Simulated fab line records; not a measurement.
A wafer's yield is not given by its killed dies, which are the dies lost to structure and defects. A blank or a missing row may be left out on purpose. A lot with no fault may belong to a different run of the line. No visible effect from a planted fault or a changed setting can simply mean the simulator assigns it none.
Problem report, 8D (eight disciplines) form, completed by code :: flow sfq_line :: the parts of the form that need people (team, actions taken, sign-off) are left out

== 1. WHAT WENT WRONG ==
Mean of run_length_s at SFQ_TRILAYER_I1_DEP_PECVD_045: 120.9 s across 6 wafers in 2 lots; on wafers with no fault it is 139.0 s (standard deviation 0.43). Measured from the usual mean, that is -42 standard deviations.
The step: deposits SiO2 from SiH4/N2O, time 111.11 s, target thk 500 nm.
First seen on wafer L580.1, day 16 11:25, on pecvd-01. The record holds 42 wafers of 14 lots with a number at this step. Rule for "out" (also "out of limits"): further than 4 standard deviations from the usual mean. The rest of the wafers with a number are treated as sound.

== 2. WHAT THIS IS AND IS NOT ==
question: which readings at this step
is: run_length_s
is not: heater_power_w, throttle_valve_pct

question: which lots
is: L580, L582
is not: L568, L569, L570, L571, L573, L574, L576, L577, L581, L586, L588, L589

question: which wafers of those lots
is: all that have a number
is not: -

question: read on which tools
is: pecvd-01
is not: pecvd-02, pecvd-04

question: when
is: from day 16 11:25
is not: up to then (24 sound wafers); but 12 sound wafers of L581, L586, L588, L589 came after

== 3. THE SUSPECTS, EACH WITH WHAT RULES IT OUT ==
Counting: a tool stays on the suspect list if, at a process step up to the reading, it processed all lots that are out and no sound lot following the first of them.
- pecvd-01 at SFQ_TRILAYER_I1_DEP_PECVD_045 (deposits SiO2 from SiH4/N2O, time 111.11 s, target thk 500 nm): ruled out as a lasting fault. The sound lots L589 went through it after L580, its earliest lot that is out (day 16 11:25).
Left after counting: nothing in the record.

== 4. THE CAUSE (what the simulator had put in) ==
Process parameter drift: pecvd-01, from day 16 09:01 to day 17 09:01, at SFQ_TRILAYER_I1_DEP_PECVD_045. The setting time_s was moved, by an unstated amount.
Counting ruled it out, wrongly.

== 5. THE CHAIN OF EFFECTS, in route order ==
Each row: a reading whose mean over the struck wafers that have a number lies more than 3 standard deviations from the usual. Readings are gone through only where the record gives a usual standard deviation; hours: the median, over the lots, of the time from a lot's start at the first step in this table giving one to that lot's start at this step; sigmas: the change measured in usual standard deviations.
hours: 0
step: SFQ_TRILAYER_I1_DEP_PECVD_045
reading: run_length_s
usual: 139.0 s
on struck wafers: 120.9
change: -18.1
sigmas: -42

hours: 3
step: SFQ_TRILAYER_I1_CMP_CMP_046
reading: time_to_endpoint_s
usual: 216 s
on struck wafers: 166
change: -50
sigmas: -5.9
Process steps it contains:
- SFQ_TRILAYER_I1_DEP_PECVD_045: deposits SiO2 from SiH4/N2O, time 111.11 s, target thk 500 nm.
- SFQ_TRILAYER_I1_CMP_CMP_046: polishes SiO2.
Readings that are blank on the struck wafers while sound wafers have them: rf_fwd_power_W at SFQ_TRILAYER_I1_DEP_PECVD_045.

== 6. WHAT WOULD HAVE CAUGHT IT SOONER ==
First out-of-limits reading in this record: day 16 11:25, which is 2 hours after fault onset at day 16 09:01.
